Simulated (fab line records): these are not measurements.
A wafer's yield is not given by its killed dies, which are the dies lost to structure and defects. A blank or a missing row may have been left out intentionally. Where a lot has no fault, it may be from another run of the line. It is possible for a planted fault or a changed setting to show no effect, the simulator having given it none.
Which tool was responsible? -- flow sky130 -- 11 lots, 33 wafers sampled, at 3 steps of a route of 708

== WHAT EACH GAUGE READ, for each wafer ==
SKY_CAPM_OVL_MEAS_12. Usual: CAPM_OVL typically reads 0.1 nm, with standard deviation 1.3.
lot,measured,on,CAPM_OVL (nm),flag
L859,day 37 03:19,overlay-01,-1.4 1.0 -0.4,
L864,day 39 06:35,overlay-02,1.8 0.9 0.6,
L867,day 40 02:11,overlay-01,-1.8 -2.1 -0.4,
L868,day 40 11:56,overlay-02,0.2 0.6 3.0,
L869,day 40 18:27,overlay-01,-1.6 -1.5 -0.6,
L874,day 42 01:16,overlay-01,-1.3 0.1 -2.0,
L875,day 42 01:35,overlay-01,0.7 4.0 0.8,
L872,day 42 06:47,overlay-02,1.6 0.7 2.3,
L876,day 42 09:08,overlay-02,1.6 1.3 1.5,
L879,day 43 09:59,overlay-01,-0.8 -1.3 -0.5,
L882,day 43 23:05,overlay-01,1.4 1.6 0.3,

== WHICH TOOL RAN EACH LOT (tool, then ch and the chambers of the sampled wafers, then the start) ==
lot,SKY_VIA2_CVD_21,SKY_METAL3_SPUTTER_02
L859,"cvdW-02 ch 0,1, day 36 00:11","pvdSputter-02, day 36 00:51"
L864,"cvdW-02 ch 0,1, day 38 04:02","pvdSputter-01, day 38 05:04"
L867,"cvdW-01 ch 0,1, day 39 00:38","pvdSputter-04, day 39 01:17"
L868,"cvdW-02 ch 0,1, day 39 10:07","pvdSputter-02, day 39 10:47"
L869,"cvdW-02 ch 0,1, day 39 17:43","pvdSputter-02, day 39 18:19"
L874,"cvdW-02 ch 0,1, day 41 00:53","pvdSputter-02, day 41 01:32"
L875,"cvdW-01 ch 0,1, day 41 01:14","pvdSputter-04, day 41 01:54"
L872,"cvdW-02 ch 0,1, day 41 06:14","pvdSputter-02, day 41 06:54"
L876,"cvdW-01 ch 0,1, day 41 09:08","pvdSputter-02, day 41 09:47"
L879,"cvdW-01 ch 0, day 42 10:26","pvdSputter-04, day 42 11:06"
L882,"cvdW-02 ch 0,1, day 42 22:52","pvdSputter-01, day 42 23:32"
- SKY_VIA2_CVD_21: deposits W, target thk 420 nm, time 126.4 s.
- SKY_METAL3_SPUTTER_02: material AlCu, target thk 735 nm, time 39.1 s.

== AS READ BY THE TOOLS THEMSELVES (means over the sampled wafers that have a number; for cases with no such wafer, the mark the record gives instead) ==
SKY_VIA2_CVD_21. Usual: heaterPowerW 878 W, standard deviation 29; susceptorTempC 399.96 C, standard deviation 0.2.
lot,tool,heaterPowerW (W),susceptorTempC (C),flag
L859,cvdW-02,914,399.91,
L864,cvdW-02,911,399.80,
L867,cvdW-01,872,399.73,
L868,cvdW-02,864,399.90,
L869,cvdW-02,865,399.99,
L874,cvdW-02,862,399.92,
L875,cvdW-01,875,399.85,
L872,cvdW-02,848,400.01,
L876,cvdW-01,880,399.87,
L879,cvdW-01,879,400.05,
L882,cvdW-02,864,400.05,

SKY_METAL3_SPUTTER_02. Usual: throttleValvePct reads 30.0 % (standard deviation 1).
lot,tool,throttleValvePct (%),flag
L859,pvdSputter-02,28.8,
L864,pvdSputter-01,30.4,
L867,pvdSputter-04,30.0,
L868,pvdSputter-02,29.6,
L869,pvdSputter-02,29.2,
L874,pvdSputter-02,29.9,
L875,pvdSputter-04,30.1,
L872,pvdSputter-02,29.5,
L876,pvdSputter-02,29.2,
L879,pvdSputter-04,30.3,
L882,pvdSputter-01,30.7,

== THE ANSWER, worked out from the rows above alone ==
Rule: lot off if the mean of its wafers having a number is beyond 3 standard deviations from the usual mean. Also off: a lot with no number at a reading for which 4 or more lots have one. The other lots that the step has rows for count as sound. After the gauges, taken in route order, come the tools' own readings; for these a lot's mean is taken, as printed above. At the first step where some lot is off, the reading lying furthest off is the one used; lots without a number count as furthest.
Nothing can be told from this: no lot is off at any reading shown.

== WHAT THE SIMULATOR HAD INSERTED ==
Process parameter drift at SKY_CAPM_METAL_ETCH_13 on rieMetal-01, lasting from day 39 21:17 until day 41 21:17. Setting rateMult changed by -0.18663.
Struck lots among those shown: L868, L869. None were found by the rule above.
